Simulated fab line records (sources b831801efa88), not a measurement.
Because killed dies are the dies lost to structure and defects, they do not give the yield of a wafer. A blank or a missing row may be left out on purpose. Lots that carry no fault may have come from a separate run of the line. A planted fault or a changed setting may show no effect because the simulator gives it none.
A struck lot beside a sound one | flow gf180mcu | 16 steps out of a route of 602
Sound: the wafers L646.1, L646.3, L646.6. Struck: wafers L657.3, L657.4, L657.6. The cause comes at the end.
Per side, at each step with rows, come the tool, then ch with its chambers, and then its first start. Under that, the readings that differ: sound wafers | struck wafers | difference of the means | sigmas: that difference in standard deviations of wafers without a fault.
alike: readings whose means differ by less than 2 such deviations, and words and numbers that are the same on both sides. not compared: withheld readings, readings that some wafer has no value for, bounds like >300 that may hide the same value, and numbers for which the record gives no deviation and whose values overlap.
A row with sigmas, a row that says differs or no value, or rows on one side alone: a step with any of these is where the two part. Numbers that have no deviation but don't overlap get no sigmas and don't part them. A reading missing from all wafers of one side parts the sides only when that side holds two or more wafers.

GF_M3_SPUTTER_04: material TiN, target thk 50 nm, time 41.7 s.
  sound: pvd-sputter-01 at day 20 14:38; struck: pvd-sputter-02 at day 25 01:39
  alike: throttle-valve-pct
GF_M3_RS_MEAS_05: the measuring method here is four-point-probe.
  sound: film-metro-01 at day 20 14:41; struck: film-metro-01 at day 25 01:44
  reading             | sound                | struck               | difference | sigmas
  M3_ALCU_RS (ohm/sq) | 0.0686 0.0682 0.0691 | 0.0718 0.0724 0.0718 | +0.0034    | +4
GF_M3_THK_MEAS_06: measures by xrf.
  sound: film-metro-01 at day 20 14:48; struck: film-metro-01 at day 25 01:50
  reading          | sound       | struck      | difference | sigmas
  M3_ALCU_THK (nm) | 450 457 451 | 433 429 433 | -21        | -4
then, 7 steps without rows for these wafers: GF_M3_DEHYDRATE_07 (time 60 s); GF_M3_HMDS_08 (prime time 60 s); GF_M3_COAT_09 (resist thk 1000 nm); GF_M3_SOFTBAKE_10 (time 60 s); GF_M3_EXPOSE_11 (exposes mask Metal3, target cd 280 nm); GF_M3_PEB_12 (peb time 90 s); GF_M3_DEVELOP_13 (develop time 60 s).
GF_M3_CD_MEAS_14 targets a cd of 280 nm.
  sound: cd-sem-02 at day 21 14:46; struck: cd-sem-02 at day 25 22:50
  reading    | sound             | struck            | difference | sigmas
  cd-nm (nm) | 282.6 283.4 282.2 | 279.2 279.2 280.3 | -3.2       | -3
GF_M3_OVL_MEAS_15:
  sound: overlay-01 at day 21 14:53; struck: overlay-02 at day 25 22:56
  reading     | sound  | struck     | difference | sigmas
  M3_OVL (nm) | 3 -2 7 | -9 -12 -10 | -13        | -2
GF_M3_METAL_ETCH_16: etches the open film in Cl2/BCl3, stops on SiO2, target depth 627.5 nm, time 104.6 s.
  sound on rie-metal-02 ch 0,1, day 21 14:56; struck on rie-metal-02 ch 0,1, day 25 23:00
  reading                             | sound             | struck            | difference | sigmas
  bias-w (W)                          | 139.4 140.1 140.2 | 179.9 179.8 179.0 | +39.7      | +99 or more
  oes-product-au (a.u.)               | 0.966 0.976 0.975 | 0.958 0.957 0.957 | -0.015     | -2
  model.KrF_of_M3_COAT_09.thk-nm (nm) | 737.6 737.3 732.5 | 720.4 721.9 720.1 | -15.0      |
  alike: drypump-motor-current-A, throttle-valve-pct
  not compared: rf-hours-counter-h
GF_M3_STRIP_17: strips in O2/N2.
  sound on plasma-asher-02 ch 0, day 21 15:02; struck on plasma-asher-02 ch 0,1, day 25 23:06
  reading                      | sound          | struck         | difference | sigmas
  strip-time-to-endpoint-s (s) | 7.89 7.90 7.87 | 7.73 7.75 7.73 | -0.15      | -3
  alike: drypump-motor-current-A, heater-power-w, o2-flow-sccm, oes-product-au
  not compared: rf-hours-counter-h
then, 1 step without rows for these wafers: GF_M3_STRIP_18 (strips in post etch residue remover, time 1200 s).
GF_PASSIVATION_PROBE_99:
  sound wafers here have rows in the record (prober-02, day 29 03:24); struck ones have none

== WHERE THEY PART ==
At GF_M3_RS_MEAS_05 first; at GF_PASSIVATION_PROBE_99 last (within this record only).

WHY: what the simulator had put in
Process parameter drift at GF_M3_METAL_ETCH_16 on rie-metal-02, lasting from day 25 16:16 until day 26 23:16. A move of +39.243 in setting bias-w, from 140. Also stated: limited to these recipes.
